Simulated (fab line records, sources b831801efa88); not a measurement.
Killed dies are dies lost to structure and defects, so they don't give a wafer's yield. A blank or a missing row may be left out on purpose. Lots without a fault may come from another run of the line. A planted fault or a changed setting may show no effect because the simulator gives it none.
A struck lot beside a sound one | flow sky130 | 15 steps out of a route of 708
Sound: wafers L246.2, L246.3, L246.4. Struck: wafers L239.4, L239.5, L239.6. The cause comes at the end.
At each step with rows: each side's tool, then ch and its chambers, then its first start. Under that, the readings that differ: sound wafers | struck wafers | difference of the means | sigmas: that difference in standard deviations of wafers without a fault.
alike: readings whose means differ by less than 2 such deviations, and words and numbers that are the same on both sides. not compared: withheld readings, readings that some wafer has no value for, bounds like >300 that may hide the same value, and numbers for which the record gives no deviation and whose values overlap.
The two part at a step that has a row with sigmas, a row that says differs or no value, or rows on one side only. Numbers that don't overlap but have no deviation are shown without sigmas and don't part them. A reading that every wafer of one side lacks parts them only if that side has two wafers or more.

first, 5 steps without rows for these wafers: SKY_LDD_N_COAT_02 (resist thk 300 nm); SKY_LDD_N_SOFTBAKE_03 (time 60 s); SKY_LDD_N_EXPOSE_04 (exposes mask NTM, target cd 840 nm); SKY_LDD_N_PEB_05; SKY_LDD_N_DEVELOP_06 (develop time 60 s).
SKY_LDD_N_OVL_MEAS_07:
  sound on overlay-01, day 24 03:40; struck on overlay-01, day 21 04:11
  reading        | sound          | struck      | difference | sigmas
  LDD_N_OVL (nm) | -2.2 -2.1 -2.3 | 0.2 1.2 1.0 | +3.0       | +2
then, 6 steps without rows for these wafers: SKY_LDD_N_IMPLANT_08; SKY_LDD_N_IMPLANT_09; SKY_LDD_N_IMPLANT_10; SKY_LDD_N_IMPLANT_11; SKY_LDD_N_IMPLANT_12; SKY_LDD_N_IMPLANT_13.
SKY_LDD_N_IMPLANT_14:
  sound on implanter-04 ch 0, day 24 04:38; struck on implanter-04 ch 0, day 21 05:11
  reading                   | sound                | struck               | difference | sigmas
  beam_energy_keV           | 50.009 50.014 49.995 | 48.481 48.494 48.491 | -1.517     | -99 or more
  model.implant.drp_nm (nm) | 18.83 18.83 18.83    | 18.41 18.41 18.41    | -0.42      |
then, 2 steps without rows for these wafers: SKY_LDD_N_IMPLANT_15; SKY_PAD_OPEN_PROBE_99.

WHERE THEY PART
First at SKY_LDD_N_OVL_MEAS_07; last, within this record, at SKY_LDD_N_IMPLANT_14.

WHY: what the simulator had put in
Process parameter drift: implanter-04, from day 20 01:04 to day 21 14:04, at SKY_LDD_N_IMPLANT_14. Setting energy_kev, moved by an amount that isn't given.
